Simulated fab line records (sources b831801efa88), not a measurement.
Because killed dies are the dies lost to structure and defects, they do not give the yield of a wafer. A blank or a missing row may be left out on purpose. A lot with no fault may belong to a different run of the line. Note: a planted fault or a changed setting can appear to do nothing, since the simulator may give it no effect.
fab line records | flow gf180mcu
record: lots: 11 wafers: 33 last-day: 34
route steps=602 shown SALICIDE@281 CONTACT@290 M1@317 V1@339
lots that met no fault: taken from a fault-free run of the same line
start-h: hours from the record's opening day to when the first of the lot's shown wafers began | wait-h: time in hours since the lot's previous step | " as in the row above | L1.1+2: one row covering several wafers at once | - no value, or no start was given | * or withheld: withheld | < > ~ a bound
route shown NAME@n: a module of which the file shows steps, and the number in the route of the first | usual: mean/standard deviation taken from wafers without a fault | same: alike in all rows | chamber/n: place in a boat | sites: readings site by site | _std_site: their standard deviation | _edge_site: outer sites' mean less inner sites' | radius-mm: how far each site lies from the wafer's centre | mask NAME#n: copy n | behind: the last tool/chamber to shape the wafer | hold: what put the lot on hold/how long, in hours/how the hold closed | device: names the non-switching transistor (n, p or np) | end of line: the route-end tests of the same wafers | a step with no rows: only its recipe | killed: count of dies lost to structure and defects at first sort (not the wafer's yield) | map: dies across one wafer; x = killed, . = not, _ = none there
set.NAME: the setting the step ran with; set.NAME@STEP: the setting that earlier step ran with | model.NAME: the simulator's own value behind a step, which no gauge read
one table for each step of the route and one row for each wafer, over a sample of lots
services: a tool's chamber out of use, with start hour (start-h, from the record's first day; less than 0 if before it), hours out, and reason
== steps ==
step: GF_SALICIDE_SPUTTER_03
recipe: material: TiN target-thk-nm: 20 power-w: 6500 time-s: 17.11 chamber-pressure-pa: 0.4
usual: throttle-valve-pct: 30.2/0.97
columns lot.wafer tool chamber start-h wait-h throttle-valve-pct
L576.3 pvd-sputter-02 - 343.65 0.0 29.6
L576.5 " - " " 30.5
L576.6 " - " " 31.0
L578.1 pvd-sputter-02 - 357.92 0.0 30.4
L578.5 " - " " 30.7
L578.6 " - " " 30.2
L579.2 pvd-sputter-01 - 370.42 0.0 28.7
L579.3 " - " " 31.5
L579.5 " - " " 31.6
L580.2 pvd-sputter-02 - 377.94 0.0 30.1
L580.3 " - " " 31.1
L580.4 " - " " 30.0
L581.2 pvd-sputter-02 - 388.79 0.0 31.1
L581.3 " - " " 29.6
L581.5 " - " " 30.6
L582.4 pvd-sputter-01 - 402.98 0.0 31.5
L582.5 " - " " 29.1
L582.6 " - " " 30.5
L586.1 pvd-sputter-02 - 436.61 0.0 30.6
L586.5 " - " " 29.4
L586.6 " - " " 30.3
L588.2 pvd-sputter-02 - 448.71 0.0 30.3
L588.3 " - " " 30.6
L588.4 " - " " 31.1
L590.2 pvd-sputter-02 - 468.50 0.0 30.5
L590.3 " - " " 31.0
L590.6 " - " " 30.6
L592.4 pvd-sputter-02 - 483.00 0.0 30.5
L592.5 " - " " 29.8
L592.6 " - " " 30.3
L596.2 pvd-sputter-02 - 525.60 0.0 30.9
L596.5 " - " " 31.1
L596.6 " - " " 30.3
step: GF_CONTACT_THK_MEAS_03
recipe: reads: SiO2_of_CONTACT_CVD_02
usual: CONTACT_CVD_02_THK: 857/14
columns lot.wafer tool chamber start-h wait-h CONTACT_CVD_02_THK[nm]
L576.3 film-metro-01 - 344.35 0.1 869
L576.5 " - " " 881
L576.6 " - " " 855
L578.1 film-metro-03 - 358.61 0.0 845
L578.5 " - " " 836
L578.6 " - " " 869
L579.2 film-metro-03 - 371.10 0.0 874
L579.3 " - " " 845
L579.5 " - " " 863
L580.2 film-metro-03 - 378.62 0.0 839
L580.3 " - " " 846
L580.4 " - " " 845
L581.2 film-metro-01 - 389.48 0.0 869
L581.3 " - " " 850
L581.5 " - " " 865
L582.4 film-metro-01 - 403.68 0.0 861
L582.5 " - " " 862
L582.6 " - " " 866
L586.1 film-metro-01 - 437.32 0.1 828
L586.5 " - " " 865
L586.6 " - " " 860
L588.2 film-metro-04 - 449.39 0.0 845
L588.3 " - " " 828
L588.4 " - " " 856
L590.2 film-metro-03 - 469.28 0.0 838
L590.3 " - " " 847
L590.6 " - " " 843
L592.4 film-metro-04 - 483.71 0.0 857
L592.5 " - " " 869
L592.6 " - " " 868
L596.2 film-metro-03 - 526.29 0.0 853
L596.5 " - " " 872
L596.6 " - " " 878
step: GF_M1_SPUTTER_02
recipe: material: AlCu target-thk-nm: 450 power-w: 10600 time-s: 23.9 chamber-pressure-pa: 0.4
usual: throttle-valve-pct: 30.1/0.95
columns lot.wafer tool chamber start-h wait-h throttle-valve-pct
L576.3 pvd-sputter-03 - 367.46 0.0 27.6
L576.5 " - " " 31.1
L576.6 " - " " 31.0
L578.1 pvd-sputter-03 - 381.51 0.0 27.9
L578.5 " - " " 30.8
L578.6 " - " " 27.7
L579.2 pvd-sputter-04 - 395.01 0.0 29.9
L579.3 " - " " 30.1
L579.5 " - " " 29.5
L580.2 pvd-sputter-02 - 401.76 0.0 30.5
L580.3 " - " " 29.6
L580.4 " - " " 31.0
L581.2 pvd-sputter-04 - 413.22 0.0 28.8
L581.3 " - " " 29.7
L581.5 " - " " 30.3
L582.4 pvd-sputter-02 - 429.52 0.0 30.1
L582.5 " - " " 30.6
L582.6 " - " " 30.4
L586.1 pvd-sputter-02 - 463.25 0.0 30.7
L586.5 " - " " 29.8
L586.6 " - " " 30.5
L588.2 pvd-sputter-02 - 475.17 0.0 30.5
L588.3 " - " " 30.9
L588.4 " - " " 30.4
L590.2 pvd-sputter-04 - 494.51 0.0 30.0
L590.3 " - " " 30.0
L590.6 " - " " 28.5
L592.4 pvd-sputter-04 - 509.41 0.0 30.1
L592.5 " - " " 29.7
L592.6 " - " " 28.7
L596.2 pvd-sputter-03 - 551.12 0.0 30.8
L596.5 " - " " 30.6
L596.6 " - " " 27.9
step: GF_M1_RS_MEAS_05
recipe: thk-meas-gauge: four-point-probe reads: TiN_of_M1_SPUTTER_04+Ti_of_M1_SPUTTER_03+AlCu_of_M1_SPUTTER_02+TiN_of_M1_SPUTTER_01+Ti_of_M1_SPUTTER_00
usual: M1_ALCU_RS: 0.0696/0.0013
columns lot.wafer tool chamber start-h wait-h hold M1_ALCU_RS[ohm/sq]
L576.3 film-metro-02 - 367.59 0.1 - 0.0711
L576.5 " - " " - 0.0693
L576.6 " - " " - 0.0695
L578.1 film-metro-01 - 381.60 0.0 - 0.0722
L578.5 " - " " - 0.0705
L578.6 " - " " - 0.0724
L579.2 film-metro-01 - 395.12 0.0 - 0.0673
L579.3 " - " " - 0.0686
L579.5 " - " " - 0.0679
L580.2 film-metro-02 - 401.87 0.0 - 0.0715
L580.3 " - " " - 0.0708
L580.4 " - " " - 0.0722
L581.2 film-metro-03 - 413.33 0.0 - 0.0681
L581.3 " - " " - 0.0672
L581.5 " - " " - 0.0676
L582.4 film-metro-01 - 429.67 0.1 - 0.0721
L582.5 " - " " - 0.0699
L582.6 " - " " - 0.0710
L586.1 film-metro-01 - 463.34 0.0 - 0.0704
L586.5 " - " " - 0.0685
L586.6 " - " " - 0.0701
L588.2 film-metro-03 - 475.28 0.0 - 0.0708
L588.3 " - " " - 0.0706
L588.4 " - " " - 0.0706
L590.2 film-metro-01 - 494.62 0.0 - 0.0693
L590.3 " - " " - 0.0681
L590.6 " - " " - 0.0694
L592.4 film-metro-03 - 509.56 0.1 - 0.0683
L592.5 " - " " - 0.0688
L592.6 " - " " - 0.0702
L596.2 film-metro-02 - 551.23 0.0 await-dispo/0.2h/release 0.0613
L596.5 " - " " await-dispo/0.2h/release 0.0613
L596.6 " - " " await-dispo/0.2h/release 0.0715
L596.2 film-metro-02 - 551.52 0.3 - 0.0612
L596.5 " - " " - 0.0614
L596.6 " - " " - 0.0716
step: GF_M1_THK_MEAS_06
recipe: thk-meas-gauge: xrf reads: AlCu_of_M1_SPUTTER_02
usual: M1_ALCU_THK: 450/7.9
columns lot.wafer tool chamber start-h wait-h hold M1_ALCU_THK[nm]
L576.3 film-metro-02 - 367.69 0.1 - 441
L576.5 " - " " - 450
L576.6 " - " " - 450
L578.1 film-metro-01 - 381.72 0.1 - 435
L578.5 " - " " - 445
L578.6 " - " " - 436
L579.2 film-metro-01 - 395.23 0.1 - 470
L579.3 " - " " - 460
L579.5 " - " " - 465
L580.2 film-metro-02 - 401.98 0.1 - 436
L580.3 " - " " - 441
L580.4 " - " " - 434
L581.2 film-metro-03 - 413.44 0.1 - 457
L581.3 " - " " - 465
L581.5 " - " " - 460
L582.4 film-metro-01 - 429.76 0.1 - 435
L582.5 " - " " - 450
L582.6 " - " " - 440
L586.1 film-metro-01 - 463.46 0.1 - 447
L586.5 " - " " - 459
L586.6 " - " " - 447
L588.2 film-metro-03 - 475.39 0.1 - 441
L588.3 " - " " - 441
L588.4 " - " " - 441
L590.2 film-metro-01 - 494.73 0.1 - 452
L590.3 " - " " - 459
L590.6 " - " " - 449
L592.4 film-metro-03 - 509.65 0.1 - 453
L592.5 " - " " - 449
L592.6 " - " " - 443
L596.2 film-metro-02 - 553.26 1.7 await-dispo/0.2h/release 510
L596.5 " - " " await-dispo/0.2h/release 511
L596.6 " - " " await-dispo/0.2h/release 439
L596.2 film-metro-02 - 553.49 0.2 - 511
L596.5 " - " " - 510
L596.6 " - " " - 438
step: GF_V1_CMP_04
recipe: material: SiO2 down-force-psi: 4 platen-rpm: 60 pad-velocity-m-s: 0.94248
usual: motor-current-A: 11.2/1.2 time-to-endpoint-s: 80/5.9
columns lot.wafer tool chamber start-h wait-h motor-current-A time-to-endpoint-s
L576.3 cmp-01 3 390.33 0.1 11.3 70
L576.6 " 1 " " 9.7 78
L576.5 " 2 " " 12.2 75
L578.1 cmp-02 1 404.97 0.3 13.4 76
L578.6 " 3 " " 10.5 77
L578.5 " 0 " " 11.0 77
L579.3 cmp-02 2 420.07 0.1 12.1 87
L579.2 " 3 " " 10.7 79
L579.5 " 1 " " 13.9 83
L580.4 cmp-02 3 426.36 0.0 10.6 88
L580.3 " 1 " " 13.9 84
L580.2 " 2 " " 11.5 87
L581.3 cmp-01 0 438.11 0.1 10.0 78
L581.2 " 1 " " 8.9 71
L581.5 " 3 " " 11.2 80
L582.4 cmp-02 1 455.22 0.1 14.3 82
L582.5 " 0 " " 11.0 78
L582.6 " 1 " " 14.0 85
L586.1 cmp-01 0 488.25 0.2 10.2 82
L586.5 " 1 " " 9.8 87
L586.6 " 2 " " 11.7 80
L588.3 cmp-02 0 500.81 0.0 11.1 74
L588.4 " 1 " " 13.4 95
L588.2 " 3 " " 10.8 80
L590.3 cmp-02 1 519.14 0.1 13.5 74
L590.2 " 3 " " 10.8 76
L590.6 " 1 " " 13.6 87
L592.4 cmp-01 0 533.82 0.1 10.4 88
L592.5 " 2 " " 12.0 74
L592.6 " 3 " " 11.0 88
L596.2 cmp-01 1 574.61 0.2 9.7 79
L596.5 " 1 " " 9.3 78
L596.6 " 2 " " 12.5 80
== services ==
columns tool chamber start-h hours kind
cmp-02 - 338.43 0.2 repair
cmp-02 - 340.44 0.9 repair
pvd-sputter-03 - 348.77 5.8 repair
pvd-sputter-04 - 351.46 6.1 repair
pvd-sputter-03 - 360.69 3.9 repair
pvd-sputter-03 - 374.84 3.9 repair
pvd-sputter-02 - 381.06 4.0 repair
cmp-01 - 391.97 5.1 repair
cmp-01 - 404.28 4.0 pm
cmp-01 - 408.28 - consumable-replace:conditioner
cmp-01 - 408.28 - consumable-replace:pad
pvd-sputter-04 - 443.48 4.8 repair
cmp-01 - 449.28 1.7 repair
pvd-sputter-02 0 463.34 - consumable-replace:kit
pvd-sputter-02 0 463.34 18.0 scheduled-down
pvd-sputter-02 0 463.34 18.0 vent-cycle
pvd-sputter-01 - 491.32 5.1 repair
cmp-01 - 499.18 7.1 pm
cmp-02 - 513.09 3.8 pm
cmp-02 - 530.57 5.1 repair
pvd-sputter-03 - 530.97 1.5 repair
pvd-sputter-01 - 536.07 4.4 repair
cmp-01 - 559.65 0.5 repair
cmp-02 - 572.00 4.0 pm
== key ==
first-sign: step: GF_M1_RS_MEAS_05 reading: visit direction: added
effect: step: GF_M1_RS_MEAS_05 reading: M1_ALCU_RS direction: down sigmas: 6.6 usual: 0.0696 struck: 0.0613
effect: step: GF_M1_THK_MEAS_06 reading: visit direction: added
effect: step: GF_M1_THK_MEAS_06 reading: M1_ALCU_THK direction: up sigmas: 7.7 usual: 450 struck: 510
met-at GF_M1_SPUTTER_02
struck-lots L596
struck-wafers L596.2,L596.5
not-acting-at GF_SALICIDE_SPUTTER_03,GF_CONTACT_THK_MEAS_03,GF_V1_CMP_04
onset-between 381.51 551.12
fault: kind: process-parameter-drift tool: pvd-sputter-03 chamber: - onset-h: 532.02 steps: GF_M1_SPUTTER_02 channel: time-s offset: * shape: step end-h: 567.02 acts-in: * stated: * scope: struck-wafers-only
